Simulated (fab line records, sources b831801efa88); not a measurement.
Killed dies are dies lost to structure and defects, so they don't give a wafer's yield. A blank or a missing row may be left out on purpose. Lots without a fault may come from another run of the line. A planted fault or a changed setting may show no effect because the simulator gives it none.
Which tool did it? | flow sky130 | 13 lots, 39 wafers sampled, at 2 steps of a route of 708

WHAT THE GAUGES READ, wafer by wafer
SKY_FIELD_ISO_THK_MEAS_02. Usual: FIELD_ISO_OXIDATION_00_THK 12.05 nm, standard deviation 0.2.
lot  | measured    | on            | FIELD_ISO_OXIDATION_00_THK (nm) | flag
L214 | day 1 12:37 | film_metro-02 | 11.74 11.71 12.07               |
L215 | day 1 16:38 | film_metro-03 | 12.32 12.13 12.18               |
L216 | day 1 21:38 | film_metro-02 | 11.66 11.82 12.01               |
L217 | day 2 04:59 | film_metro-02 | 12.11 11.94 12.06               |
L218 | day 2 08:20 | film_metro-03 | 12.03 11.97 12.05               |
L219 | day 2 12:38 | film_metro-02 | 12.34 12.06 12.21               |
L220 | day 2 17:39 | film_metro-02 | 12.00 11.97 12.11               |
L224 | day 3 13:38 | film_metro-03 | 12.24 12.12 12.00               |
L229 | day 4 14:55 | film_metro-03 | 12.23 12.38 12.30               |
L230 | day 4 20:29 | film_metro-03 | 12.16 12.01 11.92               |
L232 | day 5 06:19 | film_metro-02 | 11.91 11.84 11.98               |
L233 | day 5 11:07 | film_metro-01 | 11.71 11.74 11.74               |
L234 | day 5 15:38 | film_metro-03 | 12.14 12.35 12.17               |

SKY_FIELD_ISO_THK_MEAS_04. Usual: FIELD_ISO_CVD_03_THK 165.9 nm, standard deviation 1.6.
lot  | measured    | on            | FIELD_ISO_CVD_03_THK (nm) | flag
L214 | day 1 15:30 | film_metro-01 | 165.9 163.9 165.1         |
L215 | day 1 19:43 | film_metro-01 | 166.3 165.1 164.9         |
L216 | day 2 01:07 | film_metro-02 | 166.4 165.5 165.9         |
L217 | day 2 07:41 | film_metro-02 | 165.6 167.4 165.3         |
L218 | day 2 11:44 | film_metro-02 | 167.8 167.4 167.4         |
L219 | day 2 14:29 | film_metro-01 | 162.5 163.6 162.8         |
L220 | day 2 20:23 | film_metro-02 | 166.2 166.1 165.7         |
L224 | day 3 17:44 | film_metro-01 | 165.7 169.1 166.1         |
L229 | day 4 18:35 | film_metro-02 | 168.0 167.1 166.3         |
L230 | day 4 23:59 | film_metro-02 | 164.5 163.8 163.7         |
L232 | day 5 08:10 | film_metro-01 | 165.7 165.9 166.8         |
L233 | day 5 16:19 | film_metro-03 | 165.5 165.9 167.4         |
L234 | day 5 18:07 | film_metro-02 | 161.7 161.9 162.7         |

WHICH TOOL RAN EACH LOT (tool, then ch and the chambers of the sampled wafers, then the start)
The record holds no process step before these readings.

WHAT THE TOOLS THEMSELVES READ (means of the sampled wafers that have a number; where no wafer has one, the mark that the record gives instead)
The record holds no such reading with a usual standard deviation.

THE ANSWER, worked out from the rows above alone
Rule: a lot is off if the mean of its wafers that have a number lies more than 3 standard deviations from the usual mean. A lot without any number at a reading at which 4 lots or more have one is off too. The other lots that the step has rows for count as sound. The gauges are gone through in route order, then the tools' own readings, and for those a lot's mean is taken as printed above. The first step at which some lot is off is used, and at that step the reading that is off furthest; a lot without a number counts as furthest.
No lot is off at any reading shown: from this, nothing can be told.

WHAT THE SIMULATOR HAD PUT IN
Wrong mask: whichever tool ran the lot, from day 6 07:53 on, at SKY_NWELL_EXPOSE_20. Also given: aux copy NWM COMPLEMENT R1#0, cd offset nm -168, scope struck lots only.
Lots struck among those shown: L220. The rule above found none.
